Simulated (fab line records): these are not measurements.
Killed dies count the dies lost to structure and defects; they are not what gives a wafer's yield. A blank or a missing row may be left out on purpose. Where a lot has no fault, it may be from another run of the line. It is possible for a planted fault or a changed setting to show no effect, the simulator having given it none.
Which of the tools did it? + flow gf180mcu + Sampling: 6 lots, 18 wafers, 2 of 602 route steps

== WHAT THE GAUGES READ, wafer by wafer ==
GF_HV_LDD_CD_MEAS_07: the cd target is 400 nm.
| lot  | measured     | on        | cd-nm (nm)        |
|------|--------------|-----------|-------------------|
| L372 | day 11 07:20 | cd-sem-01 | 398.1 399.9 400.9 |
| L377 | day 12 16:41 | cd-sem-01 | - - -             |
| L379 | day 13 13:38 | cd-sem-01 | 397.9 399.1 399.2 |
| L386 | day 15 21:17 | cd-sem-01 | 397.1 394.7 396.2 |
| L389 | day 16 11:49 | cd-sem-01 | 404.0 400.0 401.8 |
| L391 | day 17 07:45 | cd-sem-01 | 399.8 400.2 400.0 |

== WHAT TOOL EACH LOT RAN ON (gives the tool, then ch and the chambers of the sampled wafers, and finally the start) ==
| lot  | GF_HV_LDD_COAT_02                 |
|------|-----------------------------------|
| L372 | litho-track-03 ch 0, day 10 21:53 |
| L377 | litho-track-01, day 12 06:48      |
| L379 | litho-track-02 ch 0, day 13 03:39 |
| L386 | litho-track-02 ch 0, day 15 10:30 |
| L389 | litho-track-03 ch 0, day 16 00:43 |
| L391 | litho-track-03 ch 0, day 16 20:11 |
- GF_HV_LDD_COAT_02: resist thk 1000 nm.

== THE ANSWER, worked out from the rows above alone ==
Rule: usual is defined by the lots themselves. Put in order of their means at a reading, lots are off if they are a third of the lots or fewer, leave a main group of 4 or more, and stand apart from it by a gap of 3 or more times the standard deviation of the main group's means; of several such gaps the widest counts. Not used: any main group whose means are identical at the precision the tables above print for the reading. Also off: a lot with no number at a reading for which 4 or more lots have one. Any other lot the step has rows for is counted as sound.
Off at GF_HV_LDD_CD_MEAS_07 (cd-nm): L377. Without a number there: L377. Main group: mean 399.3 nm, sd 1.9.
A tool fits if, at a process step before that reading, it ran every lot that is off, and no sound lot after the first of them. Those tools and the gauges at GF_HV_LDD_CD_MEAS_07 are tried in the same way. One candidate fits, namely litho-track-01 at GF_HV_LDD_COAT_02. It ran no sound lot before its first lot that is off in this sample, so the start can't be narrowed down.

== WHAT HAD BEEN PUT IN BY THE SIMULATOR ==
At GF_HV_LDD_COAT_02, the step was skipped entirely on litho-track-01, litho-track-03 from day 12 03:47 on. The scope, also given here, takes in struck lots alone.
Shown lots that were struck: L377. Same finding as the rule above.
